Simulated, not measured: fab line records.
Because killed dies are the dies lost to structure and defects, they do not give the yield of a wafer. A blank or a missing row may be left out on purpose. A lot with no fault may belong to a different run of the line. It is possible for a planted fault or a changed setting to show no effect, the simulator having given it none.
A lot that was struck, set against a sound lot    flow gf180mcu    22 steps out of a route of 602
Sound: wafers L725.1, L725.2, L725.5. Struck: wafers L739.3, L739.4, L739.5. The cause is given at the end.
At each step with rows: each side's tool, then ch and its chambers, then its first start. Under that, the readings that differ: sound wafers    struck wafers    difference of the means    sigmas: that difference in standard deviations of wafers without a fault.
alike: readings with means less than 2 such deviations apart, plus words and numbers identical on both sides. not compared: withheld readings, readings lacking a value on some wafer, bounds such as >300 that could conceal the same value, and numbers that have no deviation in the record and whose values overlap.
Wherever a step has rows on one side only, a row that says differs or no value, or a row with sigmas, the two part there. Non-overlapping numbers with no deviation appear without sigmas and do not part them. A reading that every wafer of one side lacks parts them only if that side has two wafers or more.

first, 3 steps without rows for these wafers: GF_NWELL_EXPOSE_04 (exposes mask Nwell, target cd 860 nm); GF_NWELL_PEB_05; GF_NWELL_DEVELOP_06 (develop time 60 s).
GF_NWELL_OVL_MEAS_07:
  struck on overlay-02, day 6 12:16; sound on overlay-02, day 3 06:25
  alike: NWELL_OVL
then, 2 steps without rows for these wafers: GF_NWELL_IMPLANT_08; GF_NWELL_IMPLANT_09.
GF_NWELL_STRIP_10: strips in O2/N2.
  sound on plasma asher-04 ch 0,1, day 3 06:44; struck on plasma asher-01 ch 0,1, day 6 12:38
reading             sound        struck       difference  sigmas
heater power w (W)  317 378 380  326 283 283  -61         -2
  alike: drypump motor current A, oes product au, strip time to endpoint s
  not compared: rf hours counter h
GF_NWELL_TW_MEAS_11:
  struck on film metro-02, day 6 12:43; sound on film metro-02, day 3 06:50
  alike: NWELL_TW
then, 4 steps without rows for these wafers: GF_LVPWELL_DEHYDRATE_00 (time 60 s); GF_LVPWELL_HMDS_01 (prime time 60 s); GF_LVPWELL_COAT_02 (resist thk 3000 nm); GF_LVPWELL_SOFTBAKE_03.
GF_LVPWELL_EXPOSE_04: exposes mask LVPWELL, target cd 600 nm.
  sound on iline stepper-02 ch 0, day 3 13:37; struck on iline stepper-02 ch 0, day 6 20:40
reading  sound                          struck                      difference  sigmas
mask     LVPWELL#0 LVPWELL#0 LVPWELL#0  DNWELL#0 DNWELL#0 DNWELL#0  differs     
then, 2 steps without rows for these wafers: GF_LVPWELL_PEB_05; GF_LVPWELL_DEVELOP_06 (develop time 60 s).
GF_LVPWELL_OVL_MEAS_07:
  struck on overlay-01, day 7 03:41; sound on overlay-01, day 3 19:27
reading           sound          struck  difference                     sigmas
LVPWELL_OVL (nm)  -1.4 0.2 -0.9  - - -   no value on the struck wafers  
then, 2 steps without rows for these wafers: GF_LVPWELL_IMPLANT_08; GF_LVPWELL_IMPLANT_09.
GF_LVPWELL_STRIP_10: strips in O2/N2.
  sound on plasma asher-03 ch 0,1, day 3 19:47; struck on plasma asher-04 ch 0,1, day 7 04:02
reading                       sound              struck             difference  sigmas
strip time to endpoint s (s)  36.77 36.74 36.67  36.95 36.96 36.95  +0.23       +2
  alike: drypump motor current A, heater power w, oes product au
  not compared: rf hours counter h
GF_LVPWELL_TW_MEAS_11:
  struck on film metro-01, day 7 04:07; sound on film metro-02, day 3 19:53
reading     sound        struck    difference  sigmas
LVPWELL_TW  560 561 560  30 30 30  -530        -99 or more
then, 1 step without rows for these wafers: GF_MVSD_DEHYDRATE_00 (time 60 s).
-- the record jumps here: 26 days lie between the struck wafers' starts before and after (it left off in module MVSD and takes up again in module PASSIVATION, whose first step shown is number 602 of the route) --
GF_PASSIVATION_PROBE_99:
  only the struck wafers here have rows in the record (prober-02, day 33 03:48); the sound ones have none

WHERE THEY PART
Last at GF_PASSIVATION_PROBE_99 as far as this record goes, first at GF_NWELL_STRIP_10.

WHY: whatever the simulator had introduced
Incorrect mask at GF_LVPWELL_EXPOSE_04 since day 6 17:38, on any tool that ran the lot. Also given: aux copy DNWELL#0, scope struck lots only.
